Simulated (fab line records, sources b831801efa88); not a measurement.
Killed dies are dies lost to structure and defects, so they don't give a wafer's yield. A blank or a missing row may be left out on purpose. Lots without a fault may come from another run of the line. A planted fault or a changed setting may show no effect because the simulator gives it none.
A struck lot beside a sound one | flow sky130 | 22 steps out of a route of 708
Sound: wafers L295.2, L295.5, L295.6. Struck: wafer L286.4. (L286.1, L286.5 of the same lot were not struck and are left out.) The cause comes at the end.
At each step with rows: each side's tool, then ch and its chambers, then its first start. Under that, the readings that differ: sound wafers | struck wafers | difference of the means | sigmas: that difference in standard deviations of wafers without a fault.
alike: readings whose means differ by less than 2 such deviations, and words and numbers that are the same on both sides. not compared: withheld readings, readings that some wafer has no value for, bounds like >300 that may hide the same value, and numbers for which the record gives no deviation and whose values overlap.
The two part at a step that has a row with sigmas, a row that says differs or no value, or rows on one side only. Numbers that don't overlap but have no deviation are shown without sigmas and don't part them. A reading that every wafer of one side lacks parts them only if that side has two wafers or more.

first, 1 step without rows for these wafers: SKY_CAP2M_DEVELOP_11 (develop time 60 s).
SKY_CAP2M_OVL_MEAS_12:
  sound on overlay-02, day 46 02:08; struck on overlay-01, day 43 02:13
  alike: CAP2M_OVL
SKY_CAP2M_METAL_ETCH_13: etches TiN in Cl2/BCl3, stops on SiO2, target depth 220 nm, time 62.9 s.
  sound on rie_metal-01 ch 0,1, day 46 02:10; struck on rie_metal-04 ch 0, day 43 02:16
  alike: drypump_motor_current_A, oes_product_au, throttle_valve_pct
  not compared: rf_hours_counter_h
SKY_CAP2M_STRIP_14: strips in O2/N2.
  sound on plasma_asher-03 ch 0,1, day 46 02:15; struck on plasma_asher-03 ch 1, day 43 02:20
  alike: drypump_motor_current_A, oes_product_au, strip_time_to_endpoint_s
  not compared: rf_hours_counter_h
then, 8 steps without rows for these wafers: SKY_CAP2M_STRIP_15 (strips in post etch residue remover, time 1200 s); SKY_CAP2M_CLEAN_16 (cleans in IPA, time 180 s); SKY_CAP2M_CLEAN_17 (cleans in O3/DIW); SKY_METAL4_DEHYDRATE_05 (time 60 s); SKY_METAL4_HMDS_06 (prime time 60 s); SKY_METAL4_COAT_07 (resist thk 60 nm); SKY_METAL4_COAT_08 (resist thk 1140 nm); SKY_METAL4_SOFTBAKE_09 (time 90 s).
SKY_METAL4_EXPOSE_10: exposes mask MM4, target cd 300 nm.
  sound on krf_scanner-01 ch 0, day 46 13:26; struck on krf_scanner-02 ch 0, day 43 14:38
  alike: mask
then, 2 steps without rows for these wafers: SKY_METAL4_PEB_11; SKY_METAL4_DEVELOP_12 (develop time 60 s).
SKY_METAL4_CD_MEAS_13: target cd 300 nm.
  sound on cd_sem-01, day 46 23:30; struck on cd_sem-02, day 44 01:41
  reading    | sound             | struck | difference | sigmas
  cd_nm (nm) | 301.5 302.0 300.4 | 195.1  | -106.2     | -89
SKY_METAL4_OVL_MEAS_14:
  sound on overlay-02, day 46 23:36; struck on overlay-01, day 44 01:48
  reading         | sound  | struck | difference | sigmas
  METAL4_OVL (nm) | 6 -1 8 | -13    | -17        | -3
SKY_METAL4_DESCUM_15: chemistry O2, time 8 s.
  sound on rie_metal-03 ch 0,1, day 46 23:38; struck on rie_metal-02 ch 0, day 44 01:50
  reading                 | sound           | struck | difference | sigmas
  model.METAL4.cd_nm (nm) | 301 301.9 300.3 | 194.9  | -106.2     |
  alike: drypump_motor_current_A, oes_product_au
  not compared: rf_hours_counter_h
SKY_METAL4_ETCH_16: etches BARC in N2/H2, stops on SiO2, time 88.2 s, target depth 60 nm.
  sound on rie_metal-03 ch 0,1, day 46 23:40; struck on rie_metal-02 ch 0, day 44 01:52
  alike: drypump_motor_current_A, oes_product_au, throttle_valve_pct
  not compared: rf_hours_counter_h
SKY_METAL4_ETCH_17: etches SiO2 in C4F8/O2/Ar, stops on TiN, time 3.9 s, target depth 15 nm.
  sound on rie_diel-01 ch 1,2, day 46 23:46; struck on rie_diel-02 ch 0, day 44 01:58
  alike: oes_product_au
  not compared: rf_hours_counter_h
SKY_METAL4_METAL_ETCH_18: etches the open film in Cl2/BCl3, stops on SiO2, target depth 845 nm, time 183.1 s.
  sound on rie_metal-02 ch 0,1, day 46 23:47; struck on rie_metal-03 ch 1, day 44 01:59
  reading                 | sound             | struck | difference | sigmas
  model.METAL4.cd_nm (nm) | 292.7 306.1 288.9 | 204.2  | -91.7      |
  alike: drypump_motor_current_A, oes_product_au, throttle_valve_pct
  not compared: rf_hours_counter_h
SKY_METAL4_STRIP_19: strips in O2/N2.
  sound on plasma_asher-02 ch 0,1, day 46 23:58; struck on plasma_asher-02 ch 0, day 44 02:10
  alike: drypump_motor_current_A, oes_product_au, strip_time_to_endpoint_s
  not compared: rf_hours_counter_h

WHERE THEY PART
First at SKY_METAL4_CD_MEAS_13; last, within this record, at SKY_METAL4_OVL_MEAS_14. Later steps at which nothing parts them and some readings are alike: SKY_METAL4_DESCUM_15, SKY_METAL4_ETCH_16, SKY_METAL4_ETCH_17, SKY_METAL4_METAL_ETCH_18, SKY_METAL4_STRIP_19.

WHY: what the simulator had put in
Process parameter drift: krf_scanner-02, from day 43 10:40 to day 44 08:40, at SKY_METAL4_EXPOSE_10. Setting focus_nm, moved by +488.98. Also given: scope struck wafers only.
